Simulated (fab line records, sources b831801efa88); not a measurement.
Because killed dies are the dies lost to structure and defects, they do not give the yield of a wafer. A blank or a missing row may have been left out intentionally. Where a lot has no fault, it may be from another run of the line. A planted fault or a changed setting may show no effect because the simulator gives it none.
The same fault as seen by 2 desks || flow gf180mcu || only its own numbers are on each desk; what lay behind them is given at the end

## FROM THE METROLOGY DESK
Lot by lot, what the gauges showed, no matter which tool ran the lot: averages of those sampled wafers that carry a number. Any lot whose mean is over 4 standard deviations away from the usual mean is out of limits and marked OUT; that distance is given in the brackets.
Columns: A = V4_W_RS at GF_V4_RS_MEAS_24, usual 0.327 ohm/sq; B = V4_W_THK at GF_V4_THK_MEAS_25, usual 346 nm; C = MIM_CVD_05_THK at GF_MIM_THK_MEAS_06, usual 42.0 nm; D = MIM_ALCU_RS at GF_MIM_RS_MEAS_10, usual 0.1600 ohm/sq; E = MIM_ALCU_THK at GF_MIM_THK_MEAS_11, usual 199.2 nm; F = cd_nm at GF_M5_CD_MEAS_07, usual 279.9 nm; G = M5_OVL at GF_M5_OVL_MEAS_08, usual -5 nm
{"lot": "L681", "first seen here": "day 27 15:35", "A": 0.328, "B": 342, "C": 41.9, "D": 0.1629, "E": 196.0, "F": 279.0, "G": -2}
{"lot": "L682", "first seen here": "day 27 20:59", "A": 0.331, "B": 343, "C": 41.3, "D": 0.1593, "E": 199.6, "F": 278.2, "G": -4}
{"lot": "L690", "first seen here": "day 30 00:19", "A": 0.330, "B": 343, "C": 43.0, "D": 0.1594, "E": 200.6, "F": 279.4, "G": -8}
{"lot": "L691", "first seen here": "day 30 14:34", "A": 0.327, "B": 340, "C": 41.9, "D": 0.1584, "E": 202.0, "F": 278.2, "G": -3}
{"lot": "L695", "first seen here": "day 31 15:48", "A": 0.320, "B": 351, "C": 41.7, "D": 0.1592, "E": 200.3, "F": 280.6, "G": -5}
This desk's finding: nothing out of limits on any of the 5 lots.

## FOR THE TOOL OWNER'S DESK: pvd_sputter-03
At GF_MIM_SPUTTER_09 (material TiN, target thk 35 nm, time 29.2 s) the tool's own readings: per lot run on this tool, the mean of the sampled wafers that have a number. Any lot whose mean is over 4 standard deviations away from the usual mean is out of limits and marked OUT; that distance is given in the brackets.
Columns: A = chamber_pressure_pa at GF_MIM_SPUTTER_09, usual 0.4001 Pa; B = throttle_valve_pct at GF_MIM_SPUTTER_09, usual 30.0 %
{"lot": "L681", "first seen here": "day 27 16:26", "A": 0.4005, "B": 30.6}
{"lot": "L682", "first seen here": "day 27 21:50", "A": 0.4002, "B": 30.5}
This desk's finding: nothing out of limits on any of the 2 lots.

## BROUGHT TOGETHER
From the metrology desk's view, nothing was out of limits.
The tool owner's desk saw nothing out of limits.

## WHAT WAS PUT IN BY THE SIMULATOR
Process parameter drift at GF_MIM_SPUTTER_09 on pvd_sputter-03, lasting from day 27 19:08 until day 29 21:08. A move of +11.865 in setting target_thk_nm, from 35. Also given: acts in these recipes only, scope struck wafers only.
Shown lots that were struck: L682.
